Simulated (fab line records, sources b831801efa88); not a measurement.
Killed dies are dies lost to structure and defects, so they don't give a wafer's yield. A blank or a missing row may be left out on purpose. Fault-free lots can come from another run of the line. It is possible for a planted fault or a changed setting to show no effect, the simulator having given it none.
What tool caused it? | flow sky130 | 12 lots with 36 wafers sampled at 4 steps, on a route of 708 steps

WHAT THE GAUGES READ, wafer by wafer
SKY_METAL2_OVL_MEAS_16.
lot  | measured     | on         | METAL2_OVL (nm)
L075 | day 35 07:38 | overlay-01 | 2 2 4
L077 | day 36 19:44 | overlay-02 | 4 5 5
L080 | day 37 13:31 | overlay-01 | -5 0 -3
L081 | day 37 14:29 | overlay-01 | -9 -10 -11
L083 | day 38 02:32 | overlay-01 | 0 6 -3
L084 | day 38 22:19 | overlay-01 | 4 10 13
L087 | day 39 05:37 | overlay-02 | -3 -5 -3
L089 | day 39 22:40 | overlay-02 | 7 3 8
L091 | day 40 10:35 | overlay-02 | 5 9 10
L093 | day 40 21:08 | overlay-02 | -1 -6 1
L095 | day 41 09:07 | overlay-01 | 1 5 13
L097 | day 42 08:23 | overlay-02 | -3 2 -1

TOOL THAT RAN EACH LOT (tool first, then ch and the chambers of the sampled wafers, then the start)
lot  | SKY_METAL1_DESCUM_17              | SKY_METAL1_STRIP_20                  | SKY_VIA1_SPUTTER_20
L075 | rie-metal-02 ch 0, day 33 00:57   | plasma-asher-03 ch 0,1, day 33 01:08 | pvd-sputter-01, day 34 05:14
L077 | rie-metal-01 ch 0,1, day 34 11:27 | plasma-asher-03 ch 0,1, day 34 11:38 | pvd-sputter-01, day 35 16:21
L080 | rie-metal-01 ch 0,1, day 35 04:07 | plasma-asher-03 ch 0,1, day 35 04:18 | pvd-sputter-02, day 36 09:07
L081 | rie-metal-04 ch 0,1, day 35 06:51 | plasma-asher-02 ch 0,1, day 35 07:02 | pvd-sputter-03, day 36 11:23
L083 | rie-metal-02 ch 0,1, day 35 20:07 | plasma-asher-01 ch 0,1, day 35 20:19 | pvd-sputter-03, day 37 00:47
L084 | rie-metal-02 ch 0,1, day 36 15:13 | plasma-asher-02 ch 0,1, day 36 15:24 | pvd-sputter-03, day 37 19:45
L087 | rie-metal-02 ch 0,1, day 37 00:37 | plasma-asher-01 ch 0,1, day 37 00:49 | pvd-sputter-03, day 38 04:05
L089 | rie-metal-02 ch 0,1, day 37 18:10 | plasma-asher-03 ch 0,1, day 37 18:22 | pvd-sputter-02, day 38 20:59
L091 | rie-metal-04 ch 0, day 38 05:37   | plasma-asher-01 ch 0,1, day 38 05:59 | pvd-sputter-03, day 39 08:44
L093 | rie-metal-01 ch 0,1, day 38 17:23 | plasma-asher-01 ch 0,1, day 38 17:35 | pvd-sputter-01, day 39 20:22
L095 | rie-metal-02 ch 0,1, day 39 05:36 | plasma-asher-03 ch 0,1, day 39 05:47 | pvd-sputter-03, day 40 08:48
L097 | rie-metal-04 ch 1, day 40 05:43   | plasma-asher-03 ch 0,1, day 40 06:13 | pvd-sputter-02, day 41 07:47
- SKY_METAL1_DESCUM_17: chemistry O2, time 8 s.
- SKY_METAL1_STRIP_20: strips in O2/N2.
- SKY_VIA1_SPUTTER_20: material TiN, target thk 20 nm, time 80 s.

THE ANSWER, worked out from the rows above alone
Rule: the usual values come from the lots themselves. The widest of any qualifying gaps counts: lots, ordered by their means at a reading, are off when they make up no more than a third of the lots, leave a main group of 4 or more, and stand apart from it by 3 or more times the standard deviation of that group's means. If all means in a main group match to the digits the tables above print for the reading, that group is not used. Also off: a lot with no number at a reading for which 4 or more lots have one. Where the step has rows for the other lots, those lots are counted as sound.
None of the lots is off at any reading shown; this tells nothing.

WHAT THE SIMULATOR PUT IN
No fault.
